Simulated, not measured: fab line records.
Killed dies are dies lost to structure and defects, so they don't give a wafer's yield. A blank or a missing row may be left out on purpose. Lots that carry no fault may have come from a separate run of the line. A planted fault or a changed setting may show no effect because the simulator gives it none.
The tool behind it: which one? / flow gf180mcu / Sampling: 12 lots, 36 wafers, 4 of 602 route steps

== WHAT EACH GAUGE READ, for each wafer ==
GF_V5_THK_MEAS_25: measures by xrf.
lot=L076; measured=day 27 21:07; on=film-metro-04; V5_W_THK (nm)=350 342 348
lot=L077; measured=day 28 03:50; on=film-metro-04; V5_W_THK (nm)=352 355 340
lot=L079; measured=day 28 21:58; on=film-metro-03; V5_W_THK (nm)=368 364 365
lot=L081; measured=day 29 07:29; on=film-metro-03; V5_W_THK (nm)=352 346 349
lot=L083; measured=day 30 02:43; on=film-metro-03; V5_W_THK (nm)=353 360 354
lot=L085; measured=day 30 14:56; on=film-metro-03; V5_W_THK (nm)=366 352 363
lot=L087; measured=day 31 08:08; on=film-metro-03; V5_W_THK (nm)=349 351 358
lot=L089; measured=day 32 00:12; on=film-metro-03; V5_W_THK (nm)=358 345 347
lot=L091; measured=day 32 05:56; on=film-metro-01; V5_W_THK (nm)=349 354 357
lot=L093; measured=day 32 21:47; on=film-metro-03; V5_W_THK (nm)=352 358 345
lot=L095; measured=day 33 02:38; on=film-metro-04; V5_W_THK (nm)=351 340 352
lot=L097; measured=day 33 15:11; on=film-metro-01; V5_W_THK (nm)=351 346 352

== TOOL THAT RAN EACH LOT (tool first, then ch and the chambers of the sampled wafers, then the start) ==
lot=L076; GF_CONTACT_STRIP_18=plasma-asher-01 ch 0,1, day 16 18:05; GF_M4_STRIP_17=plasma-asher-01 ch 0,1, day 24 02:35; GF_V5_CVD_23=cvd-w-02 ch 0,1, day 27 20:53
lot=L077; GF_CONTACT_STRIP_18=plasma-asher-01 ch 0,1, day 17 02:47; GF_M4_STRIP_17=plasma-asher-01 ch 0,1, day 24 09:26; GF_V5_CVD_23=cvd-w-01 ch 0,1, day 28 03:35
lot=L079; GF_CONTACT_STRIP_18=plasma-asher-04 ch 0,1, day 18 01:14; GF_M4_STRIP_17=plasma-asher-02 ch 0,1, day 25 07:26; GF_V5_CVD_23=cvd-w-01 ch 1, day 28 21:44
lot=L081; GF_CONTACT_STRIP_18=plasma-asher-04 ch 0,1, day 18 13:04; GF_M4_STRIP_17=plasma-asher-04 ch 0,1, day 25 16:25; GF_V5_CVD_23=cvd-w-02 ch 0,1, day 29 07:17
lot=L083; GF_CONTACT_STRIP_18=plasma-asher-04 ch 0,1, day 19 12:14; GF_M4_STRIP_17=plasma-asher-04 ch 0,1, day 26 13:31; GF_V5_CVD_23=cvd-w-02 ch 0,1, day 30 02:29
lot=L085; GF_CONTACT_STRIP_18=plasma-asher-04 ch 0,1, day 20 03:26; GF_M4_STRIP_17=plasma-asher-01 ch 0,1, day 27 02:44; GF_V5_CVD_23=cvd-w-01 ch 0,1, day 30 14:42
lot=L087; GF_CONTACT_STRIP_18=plasma-asher-03 ch 0,1, day 21 03:53; GF_M4_STRIP_17=plasma-asher-01 ch 0,1, day 27 23:49; GF_V5_CVD_23=cvd-w-01 ch 0,1, day 31 07:54
lot=L089; GF_CONTACT_STRIP_18=plasma-asher-01 ch 0,1, day 21 23:17; GF_M4_STRIP_17=plasma-asher-02 ch 1, day 28 15:43; GF_V5_CVD_23=cvd-w-01 ch 0,1, day 31 23:58
lot=L091; GF_CONTACT_STRIP_18=plasma-asher-01 ch 0,1, day 22 08:23; GF_M4_STRIP_17=plasma-asher-02 ch 0,1, day 28 22:35; GF_V5_CVD_23=cvd-w-02 ch 0,1, day 32 05:43
lot=L093; GF_CONTACT_STRIP_18=plasma-asher-04 ch 0,1, day 23 04:20; GF_M4_STRIP_17=plasma-asher-01 ch 0,1, day 29 16:49; GF_V5_CVD_23=cvd-w-01 ch 0,1, day 32 21:33
lot=L095; GF_CONTACT_STRIP_18=plasma-asher-03 ch 0,1, day 23 12:41; GF_M4_STRIP_17=plasma-asher-01 ch 1, day 29 22:16; GF_V5_CVD_23=cvd-w-01 ch 0,1, day 33 02:24
lot=L097; GF_CONTACT_STRIP_18=plasma-asher-03 ch 0,1, day 24 07:17; GF_M4_STRIP_17=plasma-asher-04 ch 0,1, day 30 14:41; GF_V5_CVD_23=cvd-w-02 ch 0,1, day 33 14:56
- GF_CONTACT_STRIP_18: strips in O2/N2.
- GF_M4_STRIP_17: strips in O2/N2.
- GF_V5_CVD_23: deposits W, target thk 350 nm, time 104.9 s.

== THE ANSWER, worked out from the rows above alone ==
Rule: the usual values come from the lots themselves. Put in order of their means at a reading, lots are off if they are a third of the lots or fewer, leave a main group of 4 or more, and stand apart from it by a gap of 3 or more times the standard deviation of the main group's means; of several such gaps the widest counts. Not used: any main group whose means are identical at the precision the tables above print for the reading. A lot without any number at a reading at which 4 lots or more have one is off too. Where the step has rows for the other lots, those lots are counted as sound.
No lot is off at any reading shown: from this, nothing can be told.

== WHAT WAS PUT IN BY THE SIMULATOR ==
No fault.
